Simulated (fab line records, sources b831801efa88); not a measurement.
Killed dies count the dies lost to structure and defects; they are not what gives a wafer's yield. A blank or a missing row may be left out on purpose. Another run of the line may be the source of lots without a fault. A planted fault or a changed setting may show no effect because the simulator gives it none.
Check of tool commonality / flow gf180mcu / Sample size 12 lots and 36 wafers

## WHAT PROMPTED THE OPENING
At GF_V4_THK_MEAS_01 the reading V4_CVD_00_THK is flagged on 2 of 12 lots. Wafers without a fault read 601 nm, standard deviation 6.6.
Rule: a lot is flagged when every wafer of it that has a number lies more than 4 standard deviations from that mean, or none has a number. The rest of the lots are taken to be sound.

lot=L982; measured=day 23 13:19; on=film_metro-01; V4_CVD_00_THK (nm), wafer by wafer=592 602 597; flag=
lot=L983; measured=day 24 00:40; on=film_metro-02; V4_CVD_00_THK (nm), wafer by wafer=906 906 913; flag=FLAGGED
lot=L986; measured=day 25 04:55; on=film_metro-01; V4_CVD_00_THK (nm), wafer by wafer=909 906 903; flag=FLAGGED
lot=L994; measured=day 27 20:07; on=film_metro-04; V4_CVD_00_THK (nm), wafer by wafer=588 585 594; flag=
lot=L995; measured=day 27 23:40; on=film_metro-02; V4_CVD_00_THK (nm), wafer by wafer=614 589 598; flag=
lot=L996; measured=day 28 12:11; on=film_metro-01; V4_CVD_00_THK (nm), wafer by wafer=601 602 590; flag=
lot=L998; measured=day 28 22:53; on=film_metro-01; V4_CVD_00_THK (nm), wafer by wafer=608 609 607; flag=
lot=L100; measured=day 29 13:37; on=film_metro-01; V4_CVD_00_THK (nm), wafer by wafer=588 602 599; flag=
lot=L101; measured=day 29 23:56; on=film_metro-01; V4_CVD_00_THK (nm), wafer by wafer=603 604 607; flag=
lot=L102; measured=day 30 01:23; on=film_metro-02; V4_CVD_00_THK (nm), wafer by wafer=584 607 601; flag=
lot=L103; measured=day 30 10:26; on=film_metro-01; V4_CVD_00_THK (nm), wafer by wafer=610 599 607; flag=
lot=L104; measured=day 30 11:10; on=film_metro-04; V4_CVD_00_THK (nm), wafer by wafer=607 603 605; flag=
Average over the flagged lots: 907 nm; offset from the usual +306 nm, equal to +46 standard deviations.

## WHICH TOOL EACH LOT WENT THROUGH
2 process steps preceding the reading are held in the record, out of 602 steps in the route. Cell contents, in order: the tool; ch with the chambers the sampled wafers went through; the start.
lot=L982; flag=; GF_V3_ETCH_16=rie_diel-01 ch 1,2,3, day 22 12:41; GF_V4_CVD_00=hdpcvd-02 ch 0,1,2, day 23 13:13
lot=L983; flag=FLAGGED; GF_V3_ETCH_16=rie_diel-04 ch 2,3, day 23 00:25; GF_V4_CVD_00=hdpcvd-02 ch 0,1, day 24 00:35
lot=L986; flag=FLAGGED; GF_V3_ETCH_16=rie_diel-04 ch 1,2,3, day 24 04:26; GF_V4_CVD_00=hdpcvd-02 ch 0,2, day 25 04:50
lot=L994; flag=; GF_V3_ETCH_16=rie_diel-01 ch 0,1,2, day 26 21:35; GF_V4_CVD_00=hdpcvd-02 ch 1,2, day 27 20:01
lot=L995; flag=; GF_V3_ETCH_16=rie_diel-04 ch 0,2, day 27 01:19; GF_V4_CVD_00=hdpcvd-02 ch 0,1,2, day 27 23:35
lot=L996; flag=; GF_V3_ETCH_16=rie_diel-03 ch 0,3, day 27 14:02; GF_V4_CVD_00=hdpcvd-02 ch 0,1, day 28 12:05
lot=L998; flag=; GF_V3_ETCH_16=rie_diel-03 ch 0,2, day 28 00:53; GF_V4_CVD_00=hdpcvd-01 ch 0,1,2, day 28 22:49
lot=L100; flag=; GF_V3_ETCH_16=rie_diel-01 ch 0,2, day 28 15:48; GF_V4_CVD_00=hdpcvd-02 ch 0,2, day 29 13:33
lot=L101; flag=; GF_V3_ETCH_16=rie_diel-01 ch 0,1,3, day 29 02:28; GF_V4_CVD_00=hdpcvd-02 ch 0,1,2, day 29 23:52
lot=L102; flag=; GF_V3_ETCH_16=rie_diel-03 ch 0,2,3, day 29 03:46; GF_V4_CVD_00=hdpcvd-02 ch 0,1,2, day 30 01:19
lot=L103; flag=; GF_V3_ETCH_16=rie_diel-01 ch 0,1,2, day 29 12:35; GF_V4_CVD_00=hdpcvd-02 ch 1,2, day 30 10:21
lot=L104; flag=; GF_V3_ETCH_16=rie_diel-03 ch 0,2,3, day 29 13:55; GF_V4_CVD_00=hdpcvd-02 ch 0,1, day 30 11:05
What is done by these steps:
- GF_V3_ETCH_16: etches BARC in N2/H2.
- GF_V4_CVD_00: deposits SiO2, target thk 600 nm, time 100 s.
- GF_V4_THK_MEAS_01

## FLAGGED AGAINST TOTAL, ONE TOOL AT A TIME (gauges that did the reading follow at the end)
step=GF_V3_ETCH_16; tool=rie_diel-01; lots run=5; flagged=0; share of the flagged lots=none; sound lots run after its first flagged lot=-
step=GF_V3_ETCH_16; tool=rie_diel-03; lots run=4; flagged=0; share of the flagged lots=none; sound lots run after its first flagged lot=-
step=GF_V3_ETCH_16; tool=rie_diel-04; lots run=3; flagged=2; share of the flagged lots=all; sound lots run after its first flagged lot=1 (L995)
step=GF_V4_CVD_00; tool=hdpcvd-01; lots run=1; flagged=0; share of the flagged lots=none; sound lots run after its first flagged lot=-
step=GF_V4_CVD_00; tool=hdpcvd-02; lots run=11; flagged=2; share of the flagged lots=all; sound lots run after its first flagged lot=8 (L994,L995,L996,L100,L101,L102,L103,L104)
step=GF_V4_THK_MEAS_01; tool=film_metro-01; lots run=7; flagged=1; share of the flagged lots=some; sound lots run after its first flagged lot=5 (L996,L998,L100,L101,L103)
step=GF_V4_THK_MEAS_01; tool=film_metro-02; lots run=3; flagged=1; share of the flagged lots=some; sound lots run after its first flagged lot=2 (L995,L102)
step=GF_V4_THK_MEAS_01; tool=film_metro-04; lots run=2; flagged=0; share of the flagged lots=none; sound lots run after its first flagged lot=-

## THE TABLE: WHAT IT ALLOWS
In 2 table rows, all flagged lots were run: rie_diel-04 (GF_V3_ETCH_16), hdpcvd-02 (GF_V4_CVD_00).
- rie_diel-04 at GF_V3_ETCH_16 ran 3 lots, 2 of them flagged. After the first flagged lot (L995), sound lots still ran on it; a lasting fault on the whole tool would not permit that.
- hdpcvd-02 at GF_V4_CVD_00 ran 11 lots, 2 of them flagged. After the first flagged lot (L994, L995, L996, L100, L101, L102, L103, L104), sound lots still ran on it; a lasting fault on the whole tool would not permit that. Its own readings (sih4_flow_sccm) fall more than 4 standard deviations out on all wafers of the flagged lots.
No row of the table ran every flagged lot and no sound lot after the first.

## WHAT THE SIMULATOR HAD INSERTED
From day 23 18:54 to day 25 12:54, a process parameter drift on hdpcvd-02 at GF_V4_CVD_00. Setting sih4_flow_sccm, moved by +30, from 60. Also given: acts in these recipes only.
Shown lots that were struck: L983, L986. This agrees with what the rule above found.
